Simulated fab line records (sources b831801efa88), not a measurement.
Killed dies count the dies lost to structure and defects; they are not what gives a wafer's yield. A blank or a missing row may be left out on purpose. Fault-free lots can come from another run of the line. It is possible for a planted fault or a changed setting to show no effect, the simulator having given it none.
The same fault as seen by 2 desks || flow gf180mcu || every desk sees just its own numbers, and what lay behind them comes last

THE TOOL OWNER'S DESK: implanter-01
The tool's own readings at GF_PSD_IMPLANT_09, given as means over the sampled wafers that have a number, one for each lot that went through this tool. Marked OUT: a lot whose mean sits more than 4 standard deviations from the usual mean, which makes it out of limits; the brackets give that distance.
Columns: A = beam_on_s at GF_PSD_IMPLANT_09, usual 10.02 s; B = end_station_pressure_torr at GF_PSD_IMPLANT_09, usual 1.18e-05 Torr; C = faraday_current_uA at GF_PSD_IMPLANT_09, usual 8237
{"lot": "L875", "first seen here": "day 14 01:33", "A": 10.15, "B": 1.13e-05, "C": 8142}
{"lot": "L881", "first seen here": "day 16 04:17", "A": 10.14, "B": 1.08e-05, "C": 8127}
{"lot": "L886", "first seen here": "day 18 01:58", "A": 10.03, "B": 1.17e-05, "C": 8229}
{"lot": "L889", "first seen here": "day 19 03:25", "A": "8.78 (-6.5) OUT", "B": 1.26e-05, "C": "9513 (+8.0) OUT"}
{"lot": "L890", "first seen here": "day 19 12:31", "A": "8.71 (-6.9) OUT", "B": 1.19e-05, "C": "9558 (+8.3) OUT"}
{"lot": "L891", "first seen here": "day 19 18:59", "A": "8.64 (-7.3) OUT", "B": 1.22e-05, "C": "9674 (+9.0) OUT"}
This desk's finding: out of limits on L889, L890, L891; first on L889, day 19 03:25 (beam_on_s at GF_PSD_IMPLANT_09). Within limits: L875, L881, L886.

THE METROLOGY DESK
Means of the sampled wafers that have a number, per lot and without regard to the tool the lot ran on: this is what the gauges read. Marked OUT: a lot whose mean sits more than 4 standard deviations from the usual mean, which makes it out of limits; the brackets give that distance.
Columns: A = cd_nm at GF_HV_LDD_CD_MEAS_31, usual 400.8 nm; B = PSD_TW at GF_PSD_TW_MEAS_11, usual 3187; C = PSD_RS at GF_PSD_RS_MEAS_15, usual 108.57 ohm/sq; D = SAB_OVL at GF_SAB_OVL_MEAS_10, usual 0.8 nm
{"lot": "L875", "first seen here": "day 11 08:53", "A": 401.8, "B": 3177, "C": 109.03, "D": 1.0}
{"lot": "L878", "first seen here": "day 12 14:47", "A": 402.9, "B": 3200, "C": 108.38, "D": -0.2}
{"lot": "L879", "first seen here": "day 12 23:08", "A": 399.4, "B": 3200, "C": 108.52, "D": 1.6}
{"lot": "L881", "first seen here": "day 13 10:20", "A": 402.4, "B": 3178, "C": 108.30, "D": 2.3}
{"lot": "L882", "first seen here": "day 13 21:32", "A": 399.2, "B": 3183, "C": 108.71, "D": 1.5}
{"lot": "L886", "first seen here": "day 15 02:30", "A": 403.7, "B": 3166, "C": 108.68, "D": 0.7}
{"lot": "L889", "first seen here": "day 16 02:04", "A": 401.7, "B": "3106 (-5.1) OUT", "C": "115.61 (+27) OUT", "D": 0.9}
{"lot": "L890", "first seen here": "day 16 09:32", "A": 397.4, "B": "3084 (-6.4) OUT", "C": "115.97 (+28) OUT", "D": 0.8}
{"lot": "L891", "first seen here": "day 16 16:50", "A": 404.4, "B": "3092 (-5.9) OUT", "C": "115.96 (+28) OUT", "D": 1.7}
{"lot": "L896", "first seen here": "day 18 09:19", "A": 401.4, "B": 3205, "C": 108.57, "D": 1.1}
{"lot": "L897", "first seen here": "day 18 14:01", "A": 403.0, "B": 3171, "C": 108.76, "D": 0.6}
{"lot": "L898", "first seen here": "day 19 03:06", "A": 397.9, "B": 3182, "C": 108.30, "D": 2.8}
Per this desk, out of limits: L889, L890, L891; the first was L889, day 19 03:38 (PSD_TW at GF_PSD_TW_MEAS_11). Within limits: L875, L878, L879, L881, L882, L886, L896, L897, L898.

TAKEN TOGETHER
At day 19 03:25, on L889, L890, L891, the tool owner's desk was in a position to raise an alarm.
The metrology desk could have raised an alarm at day 19 03:38, on L889, L890, L891.
GF_PSD_IMPLANT_09 was run on implanter-01 by each of the lots named.

WHAT THE SIMULATOR HAD INSERTED
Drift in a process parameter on implanter-01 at GF_PSD_IMPLANT_09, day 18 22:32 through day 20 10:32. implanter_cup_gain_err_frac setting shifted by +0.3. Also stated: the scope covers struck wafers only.
Struck lots among those shown: L889, L890, L891.
Delay (hours) between the fault's onset and each desk's first out-of-limits reading: 5 at the tool owner's desk, 5 at the metrology desk.
